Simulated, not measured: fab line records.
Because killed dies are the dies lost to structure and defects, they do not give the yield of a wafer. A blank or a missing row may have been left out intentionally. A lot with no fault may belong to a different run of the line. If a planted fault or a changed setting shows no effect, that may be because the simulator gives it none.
A struck lot beside a sound one    flow gf180mcu    14 steps out of a route of 602
Sound: these wafers, L198.1, L198.3, L198.6. The struck wafers were L197.1, L197.2, L197.4. The cause is named last.
For every step that has rows: the tool of each side, followed by ch and its chambers, followed by its first start. Under that, the readings that differ: sound wafers    struck wafers    difference of the means    sigmas: that difference in standard deviations of wafers without a fault.
alike: readings with means less than 2 such deviations apart, plus words and numbers identical on both sides. not compared: withheld readings, readings lacking a value on some wafer, bounds such as >300 that could conceal the same value, and numbers that have no deviation in the record and whose values overlap.
The two part at a step that has a row with sigmas, a row that says differs or no value, or rows on one side only. When numbers do not overlap yet have no deviation, they are printed without sigmas and do not part them. A reading missing from all wafers of one side parts the sides only when that side holds two or more wafers.

GF_VT_IMPLANT_RS_MEAS_49: measurement is done with a four-point probe.
  sound on film_metro-02 at day 13 09:22; struck on film_metro-02 at day 13 05:34
reading            sound                 struck                difference  sigmas
MVPSD_RS (ohm/sq)  1176.6 1176.4 1177.2  1168.7 1170.7 1171.5  -6.4        -2
then, 4 steps without rows for these wafers: GF_VT_IMPLANT_WET_ETCH_50 (etches SiO2 in dHF, target depth 20 nm, time 400 s); GF_DUAL_GATE_CLEAN_00 (cleans in SC1/SC2, time 150 s); GF_DUAL_GATE_CLEAN_01 (cleans in dHF, time 20 s); GF_DUAL_GATE_OXIDATION_02 (stabilise 600 s, purge 300 s, target thk 10.887 nm).
GF_DUAL_GATE_THK_MEAS_03:
  sound on film_metro-04 at day 13 11:52; struck on film_metro-01 at day 13 07:19
  alike: DUAL_GATE_OXIDATION_00_THK
then, 6 steps without rows for these wafers: GF_DUAL_GATE_DEHYDRATE_04 (time 60 s); GF_DUAL_GATE_HMDS_05 (prime time 60 s); GF_DUAL_GATE_COAT_06 (resist thk 1000 nm); GF_DUAL_GATE_SOFTBAKE_07 (time 60 s); GF_DUAL_GATE_EXPOSE_08 (exposes mask Dualgate, target cd 700 nm); GF_DUAL_GATE_PEB_09.
GF_DUAL_GATE_DEVELOP_10: develop time 60 s.
  sound on litho_track-03 ch 0, day 14 07:53; struck on litho_track-04, day 14 03:37
  no value came back on the struck wafers for chill_plate_temp_C (C), develop_time_s (s); on the sound wafers chill_plate_temp_C (C) reads 23.05 23.06 22.92
GF_DUAL_GATE_OVL_MEAS_11:
  sound on overlay-01 at day 14 08:02; struck on overlay-01 at day 14 03:46
reading             sound         struck  difference                     sigmas
DUAL_GATE_OVL (nm)  0.3 -0.2 0.8  - - -   no value on the struck wafers  

WHERE THEY PART
First at GF_VT_IMPLANT_RS_MEAS_49; last, within this record, at GF_DUAL_GATE_OVL_MEAS_11.

WHY: the cause the simulator had injected
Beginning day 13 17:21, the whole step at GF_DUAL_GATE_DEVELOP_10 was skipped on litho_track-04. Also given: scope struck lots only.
